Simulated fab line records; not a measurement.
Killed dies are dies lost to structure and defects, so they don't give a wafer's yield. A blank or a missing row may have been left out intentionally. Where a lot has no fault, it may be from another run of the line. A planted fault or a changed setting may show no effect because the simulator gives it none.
fab line records	flow sky130
record lots=6	wafers=18	last-day=50
route steps=708 shown FIELD_ISO@3 NWELL@32 DNWELL@35 PAD_OPEN@708
lots with no fault: from the same line, run without faults
start-h: hours from the record's first day to the start of the lot's first wafer shown	wait-h: hours since the lot's step before	" identical to the entry in the row above	L1.1+2: a row that stands for several wafers	- no value, or no start was given	* or withheld: withheld	< > ~ a bound
route shown NAME@n: names a module that has steps shown in the file, with the first one's number in the route	usual: mean and standard deviation over wafers with no fault	same: alike in all rows	chamber/n: place in a boat	sites: per-site readings	_std_site: their standard deviation	_edge_site: mean of outer sites minus mean of inner sites	radius-mm: how far each site lies from the wafer's centre	mask NAME#n: copy n	behind: tool/chamber where the wafer was last shaped	hold: why the lot was held/for how many hours/how that ended	device: the transistor (n, p or np) that didn't switch	end of line: at the end of the route, the tests of the same wafers	where a step has no rows: the recipe by itself	killed: not the wafer's yield, but the dies lost to structure and defects at the first sort	map: a wafer's dies, marking killed ones x, the rest . and places with no die _
set.NAME: setting as actually run; set.NAME@STEP: the setting as run at that earlier step	model.NAME: the simulator's own value behind a step, which no gauge read
lots at selected steps of the route; one table per step, one row per wafer
services: a tool's chamber out of use, with start hour (start-h, from the record's first day; less than 0 if before it), hours out, and reason
## steps
# step SKY_FIELD_ISO_THK_MEAS_02
# recipe reads=SiO2_of_FIELD_ISO_OXIDATION_01
# usual FIELD_ISO_OXIDATION_00_THK=12.09/0.21
lot.wafer	tool	chamber	start-h	wait-h	FIELD_ISO_OXIDATION_00_THK[nm]
L244.3	film-metro-02	-	28.82	0.0	12.42
L244.4	"	-	"	"	12.27
L244.6	"	-	"	"	12.39
L248.1	film-metro-04	-	48.06	0.0	12.09
L248.5	"	-	"	"	12.03
L248.6	"	-	"	"	12.04
L250.2	film-metro-02	-	57.03	0.0	12.21
L250.3	"	-	"	"	12.15
L250.5	"	-	"	"	12.06
L255.2	film-metro-01	-	83.18	0.0	11.96
L255.4	"	-	"	"	11.75
L255.5	"	-	"	"	11.93
L260.2	film-metro-04	-	107.81	0.0	12.07
L260.3	"	-	"	"	11.82
L260.5	"	-	"	"	12.07
L263.3	film-metro-02	-	122.28	0.0	12.32
L263.4	"	-	"	"	12.21
L263.6	"	-	"	"	12.27
# step SKY_FIELD_ISO_CVD_03
# recipe material=Si3N4	precursor=DCS/NH3	target-thk-nm=165	temp-c=770	time-s=2830	pressure-mtorr=250
# step SKY_FIELD_ISO_THK_MEAS_04
# recipe reads=Si3N4_of_FIELD_ISO_CVD_03
# usual FIELD_ISO_CVD_03_THK=164.8/1.4
lot.wafer	tool	chamber	start-h	wait-h	FIELD_ISO_CVD_03_THK[nm]
L244.3	film-metro-01	-	30.67	0.0	164.2
L244.4	"	-	"	"	163.9
L244.6	"	-	"	"	165.2
L248.1	film-metro-01	-	51.03	0.0	165.7
L248.5	"	-	"	"	167.2
L248.6	"	-	"	"	166.1
L250.2	film-metro-02	-	59.06	0.0	165.2
L250.3	"	-	"	"	164.3
L250.5	"	-	"	"	166.1
L255.2	film-metro-01	-	85.03	0.0	163.6
L255.4	"	-	"	"	165.9
L255.5	"	-	"	"	166.4
L260.2	film-metro-02	-	110.54	0.0	165.3
L260.3	"	-	"	"	166.0
L260.5	"	-	"	"	165.9
L263.3	film-metro-04	-	124.12	0.0	165.5
L263.4	"	-	"	"	164.5
L263.6	"	-	"	"	164.1
# step SKY_FIELD_ISO_DEHYDRATE_05
# recipe temp-c=200	time-s=60
# step SKY_FIELD_ISO_HMDS_06
# recipe prime-time-s=60	prime-temp-c=120
# step SKY_FIELD_ISO_COAT_07
# recipe resist=BARC	temp-c=withheld	time-s=withheld	spin-rpm=3000	resist-thk-nm=60
# step SKY_FIELD_ISO_COAT_08
# recipe resist=KrF-thick	spin-rpm=3000	resist-thk-nm=450
# step SKY_FIELD_ISO_SOFTBAKE_09
# recipe temp-c=100	time-s=90	resist=KrF-thick
# step SKY_FIELD_ISO_EXPOSE_10
# recipe mask-id=FOM	na=0.68	source-shape=annular	sigma-inner=0.4	sigma-outer=0.8	target-cd-nm=150	dose-mj=28
# step SKY_FIELD_ISO_PEB_11
# recipe peb-temp-c=withheld	peb-time-s=withheld	resist=KrF-thick
# step SKY_FIELD_ISO_DEVELOP_12
# recipe develop-time-s=60	resist=KrF-thick	dev-temp-c=21
# step SKY_FIELD_ISO_CD_MEAS_13
# recipe target-cd-nm=150
# usual cd-nm=150.4/1.5
lot.wafer	tool	chamber	start-h	wait-h	cd-nm
L244.3	cd-sem-01	-	44.94	-	150.8
L244.4	"	-	"	"	149.3
L244.6	"	-	"	"	149.2
L248.1	cd-sem-02	-	66.95	-	151.0
L248.5	"	-	"	"	151.6
L248.6	"	-	"	"	152.0
L250.2	cd-sem-02	-	75.57	-	152.6
L250.3	"	-	"	"	152.9
L250.5	"	-	"	"	152.2
L255.2	cd-sem-01	-	101.62	-	150.7
L255.4	"	-	"	"	151.2
L255.5	"	-	"	"	150.2
L260.2	cd-sem-01	-	128.92	-	152.6
L260.3	"	-	"	"	152.1
L260.5	"	-	"	"	153.2
L263.3	cd-sem-02	-	142.84	-	152.8
L263.4	"	-	"	"	150.0
L263.6	"	-	"	"	151.8
# step SKY_FIELD_ISO_ETCH_14
# recipe chemistry=N2/H2	target=BARC	ion-energy-ev=200	source-w=500	bias-w=100	pressure-mtorr=30	n2-flow-sccm=100	h2-flow-sccm=200	stop-on=SiO2	time-s=45.9	target-depth-a=600
# usual drypump-motor-current-A=5.83/0.27	n2-flow-sccm=100.00/0.29	oes-product-au=0.855/0.0051	rf-fwd-power-W=495.3/1.8	throttle-valve-pct=13.224/0.0087
# same time-s=45.9
lot.wafer	tool	chamber	start-h	wait-h	drypump-motor-current-A	n2-flow-sccm	oes-product-au	rf-fwd-power-W	rf-hours-counter-h	throttle-valve-pct
L244.3	rie-diel-04	0	45.02	0.1	6.47	99.92	0.851	496.1	134	13.220
L244.4	"	2	"	"	5.95	99.81	0.858	495.2	90	13.229
L244.6	"	2	"	"	5.97	99.50	0.862	494.8	-	13.232
L248.1	rie-diel-04	0	67.07	0.1	6.44	100.08	0.856	494.6	135	13.217
L248.5	"	0	"	"	6.46	100.32	0.863	494.9	-	13.235
L248.6	"	1	"	"	5.56	100.41	0.852	494.0	-	13.223
L250.2	rie-diel-04	3	75.67	0.1	5.81	100.17	0.856	495.9	84	13.228
L250.3	"	1	"	"	5.53	100.09	0.853	494.4	166	13.228
L250.5	"	3	"	"	5.83	100.19	0.856	495.2	-	13.229
L255.2	rie-diel-02	1	101.72	0.1	5.74	100.05	0.855	495.2	39	13.219
L255.4	"	0	"	"	5.93	100.05	0.853	498.0	120	13.225
L255.5	"	2	"	"	5.97	100.17	0.861	496.0	-	13.221
L260.2	rie-diel-02	3	129.02	0.1	5.63	99.98	0.852	491.1	143	13.218
L260.3	"	2	"	"	5.97	100.13	0.855	495.3	45	13.211
L260.5	"	0	"	"	5.97	99.51	0.856	497.7	-	13.224
L263.3	rie-diel-01	1	142.92	0.1	5.49	100.11	0.864	497.8	153	13.230
L263.4	"	3	"	"	5.49	100.13	0.858	493.5	156	13.247
L263.6	"	3	"	"	5.47	100.08	0.859	493.1	-	13.234
# step SKY_FIELD_ISO_ETCH_15
# recipe chemistry=CHF3/O2	target-depth-nm=180	stop-on=Si	source-w=600	bias-w=200	pressure-mtorr=40	chf3-flow-sccm=50	O2_flow_sccm=5	time-s=72
# usual drypump-motor-current-A=5.82/0.27	oes-product-au=0.945/0.0062	rf-fwd-power-W=595.7/2.2	throttle-valve-pct=8.845/0.0091
# same time-s=72
lot.wafer	tool	chamber	start-h	wait-h	drypump-motor-current-A	oes-product-au	rf-fwd-power-W	rf-hours-counter-h	throttle-valve-pct
L244.3	rie-diel-04	0	45.06	0.0	6.46	0.949	595.4	134	8.843
L244.4	"	2	"	"	5.98	0.943	595.1	90	8.828
L244.6	"	2	"	"	5.97	0.943	595.3	-	8.854
L248.1	rie-diel-04	0	67.11	0.0	6.45	0.950	596.0	135	8.841
L248.5	"	0	"	"	6.44	0.961	595.8	-	8.848
L248.6	"	1	"	"	5.53	0.951	597.5	-	8.851
L250.2	rie-diel-04	3	75.72	0.0	5.80	0.945	596.0	84	8.835
L250.3	"	1	"	"	5.55	0.944	593.6	166	8.857
L250.5	"	3	"	"	5.79	0.944	594.4	-	8.847
L255.2	rie-diel-02	1	101.77	0.0	5.70	0.948	593.9	39	8.845
L255.4	"	0	"	"	5.96	0.958	595.1	120	8.838
L255.5	"	2	"	"	5.94	0.948	596.8	-	8.851
L260.2	rie-diel-02	3	129.07	0.0	5.56	0.946	592.7	143	8.835
L260.3	"	2	"	"	5.96	0.961	598.6	45	8.862
L260.5	"	0	"	"	5.95	0.955	594.9	-	8.833
L263.3	rie-diel-01	1	142.97	0.0	5.49	0.941	597.1	153	8.852
L263.4	"	3	"	"	5.43	0.941	593.0	156	8.837
L263.6	"	3	"	"	5.45	0.946	594.9	-	8.837
# step SKY_FIELD_ISO_STRIP_16
# recipe chemistry=O2/N2	power-w=1400	pressure-mtorr=1500	platen-temp-c=withheld	o2-flow-sccm=3000	n2-flow-sccm=300	overash-fraction=0.5
# usual drypump-motor-current-A=6.0/0.53	n2-flow-sccm=299.9/0.82	oes-product-au=0.378/0.0046	strip-time-to-endpoint-s=3.547/0.027
lot.wafer	tool	chamber	start-h	wait-h	drypump-motor-current-A	n2-flow-sccm	oes-product-au	rf-hours-counter-h	strip-time-to-endpoint-s
L244.3	plasma-asher-03	0	45.15	0.1	5.8	300.3	0.385	-	3.566
L244.4	"	1	"	"	5.3	301.4	0.377	-	3.553
L244.6	"	0	"	"	5.8	299.9	0.381	-	3.516
L248.1	plasma-asher-04	1	67.16	0.0	6.6	299.8	0.372	29	3.516
L248.5	"	1	"	"	6.6	299.0	0.384	-	3.509
L248.6	"	0	"	"	5.7	299.1	0.377	-	3.549
L250.2	plasma-asher-03	1	75.77	0.0	5.3	300.0	0.374	38	3.550
L250.3	"	0	"	"	5.8	300.5	0.377	-	3.572
L250.5	"	1	"	"	5.3	300.5	0.369	-	3.537
L255.2	plasma-asher-02	0	101.82	0.0	6.1	299.8	0.380	35	3.585
L255.4	"	0	"	"	6.1	298.7	0.380	-	3.571
L255.5	"	0	"	"	6.1	298.4	0.383	-	3.545
L260.2	plasma-asher-03	1	129.12	0.0	5.3	299.4	0.379	1	3.554
L260.3	"	1	"	"	5.3	298.5	0.381	-	3.542
L260.5	"	0	"	"	5.8	300.4	0.378	-	3.600
L263.3	plasma-asher-02	0	143.06	0.1	6.1	300.9	0.377	-	3.573
L263.4	"	1	"	"	6.8	301.3	0.375	-	3.531
L263.6	"	1	"	"	6.9	299.9	0.367	-	3.519
# step SKY_FIELD_ISO_ETCH_17
# recipe target-depth-a=3420	mask-material=Si3N4	chemistry=HBr/Cl2/O2	target=Si	taper-deg=5	icp-w=600	bias-w=150	pressure-mtorr=15	HBr_flow_sccm=150	Cl2_flow_sccm=40	O2_flow_sccm=6	time-s=97.7
# usual HBr_flow_sccm=149.9/0.4	drypump-motor-current-A=5.6/0.42	oes-product-au=0.998/0.0068	rf-fwd-power-W=596.8/2.1	throttle-valve-pct=25.658/0.011
# same time-s=97.7
lot.wafer	tool	chamber	start-h	wait-h	HBr_flow_sccm	drypump-motor-current-A	oes-product-au	rf-fwd-power-W	rf-hours-counter-h	throttle-valve-pct
L244.3	rie-si-01	3	45.21	0.0	149.6	5.7	0.997	597.1	111	25.648
L244.4	"	2	"	"	150.0	6.4	1.008	596.5	149	25.672
L244.6	"	0	"	"	150.7	5.5	0.998	595.5	-	25.658
L248.1	rie-si-02	1	67.26	0.1	149.9	6.0	0.993	599.3	53	25.663
L248.5	"	1	"	"	149.8	6.0	0.985	595.6	-	25.640
L248.6	"	0	"	"	149.6	5.7	0.983	598.8	-	25.645
L250.2	rie-si-02	3	75.87	0.1	149.2	4.9	1.004	592.8	35	25.654
L250.3	"	3	"	"	149.6	4.9	0.993	597.3	-	25.670
L250.5	"	3	"	"	149.8	5.0	0.995	597.6	-	25.649
L255.2	rie-si-02	2	101.92	0.1	149.8	6.4	0.987	595.7	0	25.659
L255.4	"	3	"	"	149.7	5.0	0.986	593.4	35	25.657
L255.5	"	0	"	"	149.3	5.7	0.985	596.3	-	25.651
L260.2	rie-si-02	1	129.22	0.1	150.0	6.0	1.004	596.0	53	25.637
L260.3	"	0	"	"	149.5	5.7	0.991	595.4	73	25.652
L260.5	"	3	"	"	150.0	5.0	0.988	593.6	-	25.664
L263.3	rie-si-02	0	143.12	0.0	150.5	5.7	0.996	597.5	73	25.663
L263.4	"	3	"	"	151.0	4.9	0.992	596.8	-	25.650
L263.6	"	0	"	"	149.8	5.8	0.986	597.6	-	25.661
# step SKY_FIELD_ISO_WET_ETCH_18
# recipe chemistry=H3PO4	target-depth-nm=25	temp-c=160	target=Si3N4	time-s=286
# step SKY_FIELD_ISO_CLEAN_19
# recipe chemistry=SC1/SC2	mix=1:4:20	temp-c=70	time-s=150
# step SKY_FIELD_ISO_CLEAN_20
# recipe chemistry=dHF	time-s=20	dilution=100:1
# step SKY_FIELD_ISO_WET_ETCH_21
# recipe chemistry=dHF	dilution=100:1	target-depth-nm=20	dry=ipa-marangoni	target=SiO2	temp-c=25	time-s=400
# step SKY_FIELD_ISO_OXIDATION_22
# recipe temp-c=950	ambient=O2	stabilise-s=600	purge-s=300	target-thk-a=100	ox-time-s=623
# step SKY_FIELD_ISO_THK_MEAS_23
# recipe reads=SiO2_of_FIELD_ISO_OXIDATION_22
# usual FIELD_ISO_OXIDATION_01_THK=10.07/0.19
lot.wafer	tool	chamber	start-h	wait-h	FIELD_ISO_OXIDATION_01_THK[nm]
L244.3	film-metro-04	-	48.40	0.0	10.17
L244.4	"	-	"	"	10.09
L244.6	"	-	"	"	10.28
L248.1	film-metro-04	-	68.79	0.0	10.13
L248.5	"	-	"	"	10.31
L248.6	"	-	"	"	10.12
L250.2	film-metro-02	-	79.94	0.0	9.76
L250.3	"	-	"	"	9.84
L250.5	"	-	"	"	9.96
L255.2	film-metro-01	-	104.70	0.0	9.75
L255.4	"	-	"	"	9.81
L255.5	"	-	"	"	10.03
L260.2	film-metro-02	-	131.65	0.0	10.14
L260.3	"	-	"	"	9.99
L260.5	"	-	"	"	10.08
L263.3	film-metro-02	-	145.19	0.0	10.28
L263.4	"	-	"	"	10.33
L263.6	"	-	"	"	10.21
# step SKY_FIELD_ISO_CVD_24
# recipe material=SiO2	target-thk-nm=595	temp-c=650	sigma-open-frac=0.3	time-s=99.2	sih4-flow-sccm=60	pressure-mtorr=6
# step SKY_FIELD_ISO_THK_MEAS_25
# recipe reads=SiO2_of_FIELD_ISO_CVD_24
# usual FIELD_ISO_CVD_24_THK=592/4.7
lot.wafer	tool	chamber	start-h	wait-h	FIELD_ISO_CVD_24_THK[nm]
L244.3	film-metro-04	-	48.58	0.1	596
L244.4	"	-	"	"	590
L244.6	"	-	"	"	591
L248.1	film-metro-04	-	68.93	0.0	589
L248.5	"	-	"	"	587
L248.6	"	-	"	"	588
L250.2	film-metro-04	-	80.08	0.0	601
L250.3	"	-	"	"	596
L250.5	"	-	"	"	596
L255.2	film-metro-02	-	104.83	0.0	587
L255.4	"	-	"	"	589
L255.5	"	-	"	"	591
L260.2	film-metro-01	-	131.78	0.0	590
L260.3	"	-	"	"	588
L260.5	"	-	"	"	587
L263.3	film-metro-04	-	145.32	0.1	596
L263.4	"	-	"	"	593
L263.6	"	-	"	"	594
# step SKY_FIELD_ISO_ANNEAL_26
# recipe temp-c=1000	time-s=1800	ambient=N2
# step SKY_FIELD_ISO_CMP_27
# recipe stop-on=Si3N4	t-overpolish-s=16	down-force-psi=4	platen-rpm=60	target-thk-nm=457.8	pad-velocity-m-s=0.94248
# usual motor-current-A=11.8/0.67	overpolish-run-s=16.000/0.0092	time-to-endpoint-s=110/3
lot.wafer	tool	chamber	start-h	wait-h	motor-current-A	overpolish-run-s	time-to-endpoint-s
L244.3	cmp-02	2	51.51	0.3	10.9	16.016	111
L244.4	"	3	"	"	11.3	15.997	108
L244.6	"	3	"	"	10.7	16.017	107
L248.1	cmp-01	2	71.89	0.1	12.3	16.017	114
L248.5	"	0	"	"	12.3	16.004	116
L248.6	"	1	"	"	11.9	15.990	109
L250.2	cmp-01	2	84.14	0.1	11.8	15.991	113
L250.3	"	3	"	"	11.1	16.001	108
L250.5	"	1	"	"	12.4	15.986	108
L255.4	cmp-02	3	107.52	0.0	11.8	16.004	112
L255.2	"	0	"	"	12.2	15.981	110
L255.5	"	0	"	"	12.2	15.994	113
L260.3	cmp-02	0	134.39	0.0	12.4	15.983	110
L260.2	"	2	"	"	11.3	15.989	113
L260.5	"	1	"	"	12.5	16.003	111
L263.3	cmp-01	1	149.99	0.0	11.9	15.989	118
L263.4	"	3	"	"	11.4	16.008	110
L263.6	"	1	"	"	12.0	15.987	113
# step SKY_FIELD_ISO_WET_ETCH_28
# recipe chemistry=dHF	target-depth-nm=23.7	target=SiO2	dilution=10:1	temp-c=25	time-s=47
# step SKY_FIELD_ISO_WET_ETCH_29
# recipe chemistry=H3PO4	target-depth-nm=160	target=Si3N4	temp-c=160	time-s=1825
# step SKY_FIELD_ISO_WET_ETCH_30
# recipe chemistry=dHF	target-depth-nm=25	target=SiO2	dilution=10:1	temp-c=25	time-s=50
# step SKY_NWELL_CLEAN_00
# recipe chemistry=SC1/SC2	mix=1:4:20	temp-c=70	time-s=150	dry=n2-spin
# step SKY_NWELL_OXIDATION_01
# recipe temp-c=900	ambient=O2	stabilise-s=600	purge-s=300	target-thk-a=100	ox-time-s=1418
# step SKY_NWELL_THK_MEAS_02
# recipe reads=SiO2_of_NWELL_OXIDATION_01
# usual NWELL_OXIDATION_THK=10.08/0.2
lot.wafer	tool	chamber	start-h	wait-h	NWELL_OXIDATION_THK[nm]
L244.3	film-metro-04	-	55.52	0.0	10.23
L244.4	"	-	"	"	10.31
L244.6	"	-	"	"	10.16
L248.1	film-metro-02	-	74.58	0.0	10.06
L248.5	"	-	"	"	10.14
L248.6	"	-	"	"	10.03
L250.2	film-metro-02	-	87.03	0.0	9.71
L250.3	"	-	"	"	9.83
L250.5	"	-	"	"	10.03
L255.2	film-metro-03	-	110.10	0.0	10.09
L255.4	"	-	"	"	10.07
L255.5	"	-	"	"	10.16
L260.2	film-metro-02	-	136.97	0.0	9.96
L260.3	"	-	"	"	9.88
L260.5	"	-	"	"	9.89
L263.3	film-metro-03	-	153.66	0.0	10.05
L263.4	"	-	"	"	10.03
L263.6	"	-	"	"	10.12
# step SKY_DNWELL_DEHYDRATE_00
# recipe temp-c=200	time-s=60
# step SKY_DNWELL_HMDS_01
# recipe prime-time-s=60	prime-temp-c=120
# step SKY_DNWELL_COAT_02
# recipe spin-rpm=2000	resist-thk-nm=3000
# step SKY_DNWELL_SOFTBAKE_03
# recipe temp-c=110	time-s=withheld
# step SKY_DNWELL_EXPOSE_04
# recipe mask-id=DNM	na=0.57	target-cd-nm=3000	dose-mj=222
# step SKY_DNWELL_PEB_05
# recipe temp-c=115	time-s=withheld
# step SKY_DNWELL_DEVELOP_06
# recipe wall-angle-deg=90	developer=TMAH	develop-time-s=60	dev-temp-c=23
# step SKY_DNWELL_IMPLANT_07
# recipe species=P	energy-kev=withheld	dose-cm2=withheld	tilt-deg=withheld
# step SKY_DNWELL_STRIP_08
# recipe chemistry=O2/N2	power-w=1400	pressure-mtorr=1500	platen-temp-c=withheld	o2-flow-sccm=3000	n2-flow-sccm=300	overash-fraction=0.5
# usual drypump-motor-current-A=5.9/0.42	n2-flow-sccm=300.1/0.97	oes-product-au=0.722/0.0044	strip-time-to-endpoint-s=36.91/0.12
lot.wafer	tool	chamber	start-h	wait-h	drypump-motor-current-A	n2-flow-sccm	oes-product-au	rf-hours-counter-h	strip-time-to-endpoint-s
L244.3	plasma-asher-01	1	71.83	0.1	5.6	300.8	0.721	-	36.95
L244.4	"	0	"	"	6.1	300.6	0.726	-	37.07
L244.6	"	0	"	"	6.1	299.9	0.720	-	37.05
L248.1	plasma-asher-04	0	91.05	0.1	5.7	300.7	0.723	32	37.08
L248.5	"	1	"	"	6.6	299.0	0.724	-	37.06
L248.6	"	0	"	"	5.7	299.6	0.730	-	37.11
L250.2	plasma-asher-03	0	103.95	0.1	5.8	300.9	0.724	41	36.85
L250.3	"	0	"	"	5.8	300.7	0.722	-	36.85
L250.5	"	0	"	"	5.8	300.8	0.715	-	36.94
L255.2	plasma-asher-04	1	128.10	0.1	6.5	299.5	0.717	35	36.93
L255.4	"	1	"	"	6.5	299.3	0.724	-	36.90
L255.5	"	0	"	"	5.7	298.7	0.733	-	36.87
L260.2	plasma-asher-01	1	156.79	0.1	5.6	301.0	0.722	51	37.16
L260.3	"	1	"	"	5.6	298.7	0.715	-	37.08
L260.5	"	0	"	"	6.1	299.3	0.717	-	37.04
L263.3	plasma-asher-04	1	173.48	0.1	6.6	298.9	0.724	-	36.97
L263.4	"	0	"	"	5.7	300.3	0.724	-	36.94
L263.6	"	1	"	"	6.6	299.8	0.725	-	36.91
# step SKY_DNWELL_TW_MEAS_09
# usual DNWELL_TW=1104/13
lot.wafer	tool	chamber	start-h	wait-h	DNWELL_TW
L244.3	film-metro-04	-	71.92	0.1	1128
L244.4	"	-	"	"	1119
L244.6	"	-	"	"	1123
L248.1	film-metro-03	-	91.15	0.1	1091
L248.5	"	-	"	"	1097
L248.6	"	-	"	"	1095
L250.2	film-metro-02	-	104.06	0.1	1094
L250.3	"	-	"	"	1095
L250.5	"	-	"	"	1096
L255.2	film-metro-03	-	128.21	0.1	1104
L255.4	"	-	"	"	1095
L255.5	"	-	"	"	1102
L260.2	film-metro-02	-	156.90	0.1	1095
L260.3	"	-	"	"	1088
L260.5	"	-	"	"	1084
L263.3	film-metro-02	-	173.57	0.1	1097
L263.4	"	-	"	"	1091
L263.6	"	-	"	"	1096
# step SKY_PAD_OPEN_PROBE_99
# usual killed_at_M0_to_M3=44/7.4	killed_at_M4_up=3.0/1.6	killed-at-contacts=24/5	killed-at-front-end=15/4.6	killed-at-other=0.4/0.65	killed-dies=86/9.6	killed-open=48/7.4	killed-short=38/6.9
# same gross-dies=492	killed-at-back-side=0
lot.wafer	tool	chamber	start-h	wait-h	killed_at_M0_to_M3	killed_at_M4_up	killed-at-contacts	killed-at-front-end	killed-at-other	killed-dies	killed-open	killed-short
L248.1	prober-02	-	1118.91	0.1	49	4	23	59	0	135	56	44
L248.5	prober-02	-	1119.11	0.2	49	2	18	50	1	120	47	35
L248.6	prober-02	-	1119.16	0.2	48	1	19	41	0	109	44	34
L250.2	prober-02	-	1126.42	0.1	42	1	24	52	0	119	45	36
L250.3	prober-02	-	1126.47	0.2	54	1	26	50	0	131	56	37
L250.5	prober-02	-	1126.57	0.2	55	2	18	53	0	128	46	39
# killed by level:class
L248.1 FIELD_ISO:unspecified=35 VIA1:geometric-particle:open=13 POLY_GATE:geometric-particle:open=8 VIA3:geometric-particle:open=7 LI_CONTACT:geometric-particle:open=7 CONTACT:geometric-particle:open=6 VIA2:geometric-particle:open=6 POLY_GATE:geometric-particle:short=5
L248.5 FIELD_ISO:unspecified=36 VIA1:geometric-particle:open=17 VIA2:geometric-particle:open=7 CONTACT:geometric-particle:open=6 METAL1:geometric-particle:short=5 LI_CONTACT:geometric-particle:short=4 LI_CONTACT:geometric-particle:open=4 VIA1:geometric-particle:short=4
L248.6 FIELD_ISO:unspecified=31 VIA1:geometric-particle:open=15 VIA2:geometric-particle:open=9 CONTACT:geometric-particle:open=8 METAL1:geometric-particle:short=5 VIA1:geometric-particle:short=5 LI_CONTACT:geometric-particle:open=4 VIA3:geometric-particle:open=4
L250.2 FIELD_ISO:unspecified=38 CONTACT:geometric-particle:open=10 METAL1:geometric-particle:short=7 METAL2:geometric-particle:short=6 POLY_GATE:geometric-particle:open=5 LI_CONTACT:geometric-particle:open=5 VIA3:geometric-particle:open=5 VIA1:geometric-particle:open=5
L250.3 FIELD_ISO:unspecified=38 VIA1:geometric-particle:open=19 LI_CONTACT:geometric-particle:open=10 CONTACT:geometric-particle:open=8 METAL1:geometric-particle:short=7 METAL2:geometric-particle:short=7 VIA2:geometric-particle:open=6 VIA3:geometric-particle:open=5
L250.5 FIELD_ISO:unspecified=43 VIA1:geometric-particle:open=10 VIA2:geometric-particle:open=10 LI_CONTACT:geometric-particle:open=7 VIA1:geometric-particle:short=7 METAL1:geometric-particle:short=6 CONTACT:geometric-particle:open=5 METAL2:geometric-particle:short=5
# map L248.1 (x killed, . not)
__________xxxxxxxxxx_________
________x.x.xxxxxxxx.x_______
______xx....xxxxxxxxxx.._____
_____.....x..xxxxxxxx.x..____
____x.x....xx...x.x...xxx.___
___.....xxx..x......x......__
__....x...........x........._
_.x..xx...x.x.x...x...x......
_...x..xx.x.............x.x..
_...x.x.xxx.....xxx......x...
_...........x........x.......
_............x.x..x..x.....x.
_..x.xx......................
_...x..x.x...x...x...........
_.....xx..................x.x
__.xx....xxx..x...xx.......x_
___.........x.....xx.......__
____.x..x.x...x..........x___
_____...x..x.x.x..x......____
______..x..x.x..x.....xx_____
________....x.....x..x_______
__________....xx.x.._________
# map L250.3 (x killed, . not)
__________......x..._________
________.............._______
______...xx.....x..x.x.x_____
_____.xxx..x.x..x.....x.x____
____x........x.x.........x___
___..x..........x...xx.....__
__......x.......x....x......_
_xxx...x.....x..x.....x..x...
_xxxx.............xx........x
_.........x..x..x.....x..x...
_...xx.....x.....xx..x....x..
_xx.........x..x.x....x..x...
_...x.....x.....xx...x.......
_.xxx........xx....x...x.....
_....x..x..x........x.x...x..
__x.x...............x.x..x.._
___..x.x....x.x............__
____.x.xxxxxx...x.........___
_____..xxxxxxxx...xx.....____
______.xxxxxxxxx.x......_____
________xxxxxxxx......_______
__________xxxxxxx.x._________
## services
tool	chamber	start-h	hours	kind
cmp-02	-	36.85	1.9	repair
plasma-asher-02	-	37.09	34.3	repair
plasma-asher-02	-	44.06	4.2	repair
rie-si-01	0	52.40	2.9	repair
cmp-02	-	64.00	4.0	pm
rie-si-02	0	68.85	8.6	repair
plasma-asher-02	-	77.68	14.6	pm
cmp-02	-	79.41	6.4	pm
rie-diel-04	2	84.27	10.2	repair
plasma-asher-03	-	84.62	1.5	repair
cmp-01	-	85.83	6.4	pm
cmp-01	-	92.20	5.7	pm
rie-diel-04	1	96.88	-	clean
rie-diel-04	1	96.88	20.6	scheduled-down
rie-diel-04	1	96.88	20.6	vent-cycle
rie-si-02	2	102.38	2.1	repair
plasma-asher-03	-	108.75	9.0	pm
plasma-asher-04	-	113.94	2.8	pm
rie-si-02	2	127.03	17.8	repair
cmp-02	-	151.75	5.9	pm
plasma-asher-04	-	159.66	7.4	repair
cmp-02	-	161.91	0.8	repair
rie-diel-04	-	169.99	0.3	repair
rie-diel-04	-	171.16	15.6	pm
## key
first-sign step=SKY_PAD_OPEN_PROBE_99	reading=killed-at-front-end	direction=up	sigmas=7.9	usual=15	struck=51
effect step=SKY_PAD_OPEN_PROBE_99	reading=killed-dies	direction=up	sigmas=3.9	usual=86	struck=124
met-at SKY_FIELD_ISO_ETCH_14
struck-wafers L248.1,L248.5,L248.6,L250.2,L250.3,L250.5
tester-left-out L248,L250
onset-between 45.02 67.07
also-fits SKY_FIELD_ISO_ETCH_15:rie-diel-04
fault kind=chamber-particle-source	tool=rie-diel-04	chamber=-	onset-h=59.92	steps=SKY_FIELD_ISO_ETCH_14	rate-per-visit-cm2=1.6856	end-h=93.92
# tester-left-out: of these lots the tester's yield and bins aren't shown, on N5 and GAA mostly nor the transistor test; their killed dies are dies lost to structure and defects alone, not to doping, threshold or leakage, so they don't give the yield
